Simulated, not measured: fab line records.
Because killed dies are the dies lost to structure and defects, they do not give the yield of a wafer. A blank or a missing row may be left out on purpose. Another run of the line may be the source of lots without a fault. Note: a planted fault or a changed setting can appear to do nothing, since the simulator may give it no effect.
2 desks, one fault	flow gf180mcu	numbers are kept per desk, each desk with only its own; the story behind them comes last

## METROLOGY DESK
Means of the sampled wafers that have a number, per lot and without regard to the tool the lot ran on: this is what the gauges read. A lot is out of limits, marked OUT, if its mean lies more than 4 standard deviations from the usual mean; the brackets give that distance.
Columns: A = HV_LDD_2_TW at GF_HV_LDD_TW_MEAS_23, usual 1053; B = cd-nm at GF_HV_LDD_CD_MEAS_31, usual 400.3 nm; C = HV_LDD_02_OVL at GF_HV_LDD_OVL_MEAS_32, usual -0.8 nm
lot	first seen here	A	B	C
L301	day 10 18:35	1047	397.3	-1.9
L313	day 15 09:09	1059	402.4	-0.6
L317	day 16 07:47	1049	402.6	1.0
L318	day 16 09:19	1049	401.5	-1.9
L319	day 16 12:00	1062	394.0	-0.7
L324	day 18 04:13	1053	396.6	0.0
Finding of this desk: none of the 6 lots has anything out of limits.

## FOR THE TOOL OWNER'S DESK: implanter-01
The tool's own readings at GF_HV_LDD_IMPLANT_35, given as means over the sampled wafers that have a number, one for each lot that went through this tool. A lot is out of limits, marked OUT, if its mean lies more than 4 standard deviations from the usual mean; the brackets give that distance.
Columns: A = dose-ions-cm2 at GF_HV_LDD_IMPLANT_35, usual 7.501e+12; B = tilt-deg at GF_HV_LDD_IMPLANT_35, usual 29.999 degrees
lot	first seen here	A	B
L301	day 11 12:20	7.503e+12	29.981
L317	day 17 06:25	7.872e+12 (+46) OUT	29.991
L319	day 17 10:42	7.871e+12 (+46) OUT	30.005
This desk's finding: out of limits on L317, L319; first on L317, day 17 06:25 (dose-ions-cm2 at GF_HV_LDD_IMPLANT_35). L301 stayed within limits.

## PUT TOGETHER
The tool owner's desk could have raised an alarm at day 17 06:25, on L317, L319.
At the metrology desk, nothing out of limits was observed.
The metrology desk holds a record of L317, L319, inside its limits.
All the named lots went through GF_HV_LDD_IMPLANT_35 on implanter-01.

## WHAT THE SIMULATOR HAD INSERTED
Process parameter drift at GF_HV_LDD_IMPLANT_35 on implanter-01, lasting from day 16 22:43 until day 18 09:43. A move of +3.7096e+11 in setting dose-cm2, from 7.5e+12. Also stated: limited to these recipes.
Struck lots among those shown: L317, L319.
Delay in hours, fault start to first out-of-limits reading, by desk: the tool owner's desk at 8.
